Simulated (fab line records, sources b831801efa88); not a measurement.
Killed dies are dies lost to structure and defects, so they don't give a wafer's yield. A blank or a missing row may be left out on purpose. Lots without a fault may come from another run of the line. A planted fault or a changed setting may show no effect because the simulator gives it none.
Split-lot experiment | flow sky130 | 5 lots, 23 wafers read, on a route of 708 steps

THE SPLIT
At SKY_VIA4_CVD_18 (deposits W, target thk 505 nm, time 152.14 s), the setting temp_c was moved away from the recipe's 400 C on 8 of the 23 wafers read, by -2.0% to +2.5%. The other wafers ran this setting at the recipe's value.

FROM THE SPLIT TO THE READING: what the file shows between them, 1 step
- SKY_VIA4_RS_MEAS_19: measures by four-point-probe

THE READING
VIA4_W_THK, in nm, at SKY_VIA4_THK_MEAS_20 (measures by xrf). Fault-free wafers of this fab line usually give 510 nm, standard deviation 6.8 nm.

wafer  | tool, chamber at the split | temp_c as run, C | against the recipe | VIA4_W_THK, nm | against lot-mates on the recipe
L074.1 | cvd_w-01, 0                | 400              | recipe             | 513            | -
L074.4 | cvd_w-01, 0                | 400              | recipe             | 504            | -
L074.6 | cvd_w-01, 0                | 400              | recipe             | 510            | -
L077.1 | cvd_w-01, 1                | 403.2            | +0.8%              | 528            | +29
L077.2 | cvd_w-01, 0                | 403.2            | +0.8%              | 536            | +37
L077.3 | cvd_w-01, 0                | 400              | recipe             | 502            | -
L077.4 | cvd_w-01, 1                | 400              | recipe             | 500            | -
L077.5 | cvd_w-01, 1                | 400              | recipe             | 495            | -
L081.1 | cvd_w-02, 0                | 400              | recipe             | 501            | -
L081.2 | cvd_w-02, 1                | 400              | recipe             | 513            | -
L081.4 | cvd_w-02, 1                | 392              | -2.0%              | 440            | -67
L081.5 | cvd_w-02, 0                | 392              | -2.0%              | 432            | -75
L081.6 | cvd_w-02, 1                | 392              | -2.0%              | 445            | -62
L082.1 | cvd_w-02, 1                | 400              | recipe             | 515            | -
L082.2 | cvd_w-02, 0                | 400              | recipe             | 506            | -
L082.3 | cvd_w-02, 0                | 400              | recipe             | 513            | -
L082.4 | cvd_w-02, 1                | 400              | recipe             | 521            | -
L082.6 | cvd_w-02, 1                | 400              | recipe             | 514            | -
L084.1 | cvd_w-01, 1,0              | 410              | +2.5%              | 613            | +106
L084.3 | cvd_w-01, 1,0              | 410              | +2.5%              | 616            | +108
L084.4 | cvd_w-01, 1                | 400              | recipe             | 507            | -
L084.5 | cvd_w-01, 0                | 410              | +2.5%              | 617            | +110
L084.6 | cvd_w-01, 1                | 400              | recipe             | 508            | -
Where a row lists several chambers, the file gives one row for several wafers and doesn't say which wafer went through which chamber.

THE FIT
A straight line over all 23 wafers: VIA4_W_THK changes by +39.1 nm for each +1% of temp_c; r = +0.99; the points scatter about the line by 8 nm.
The same after taking each lot's own level away (the mean of its wafers on the recipe; 23 wafers): +39.4 nm for each +1%; r = +0.99; scatter 6.3 nm.
On that fit, the largest move of temp_c shifts the reading by 98 nm.
The lots' own levels span 499.0 to 513.8 nm, that is 2.2 times the standard deviation above.
So the lot-to-lot level changes the slope little: the two slopes agree.
Check: with one of the wafers moved furthest among these (+2.5%) left out of the fit, the line predicts +100 nm for it against its lot-mates. It came out at +106 nm against them.

OTHER SPLITS ON THESE WAFERS
These wafers also went through other splits before the reading. Each is held against what the fit with the lots' levels taken away leaves over:
other split on the same wafers     | wafers away from the commonest value | r with VIA4_W_THK (lot level and that fit taken away)
SKY_VIA3_COAT_06 resist_thk_nm     | 7                                    | -0.05
SKY_VIA3_ETCH_14 source_w          | 9                                    | +0.24
SKY_CAP2M_SPUTTER_02 time_s        | 9                                    | -0.13
SKY_CAP2M_DEVELOP_11 dev_temp_c    | 4                                    | -0.25
SKY_METAL4_METAL_ETCH_18 time_s    | 6                                    | +0.04
SKY_VIA4_CMP_02 leave_above_ref_nm | 6                                    | -0.30

THE WHOLE CHAIN: every reading that the file lists as answering this split, in the file's order
step                 | what it does                                 | reading                                                                  | change (the file's fit)              | r (the file's)
SKY_VIA4_CVD_18      | deposits W, target thk 505 nm, time 152.14 s | W_of_VIA4_CVD_18.thk_nm (the simulator's own value, which no gauge read) | +39.1 nm for each +1% of the setting | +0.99
SKY_VIA4_RS_MEAS_19  | measures by four-point-probe                 | VIA4_W_RS                                                                | -0.0167 for each +1% of the setting  | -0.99
SKY_VIA4_THK_MEAS_20 | measures by xrf                              | VIA4_W_THK                                                               | +39.4 for each +1% of the setting    | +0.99

THE FILE'S OWN FIT
VIA4_W_THK changes by +39.4 nm for each +1% of temp_c, r = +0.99.
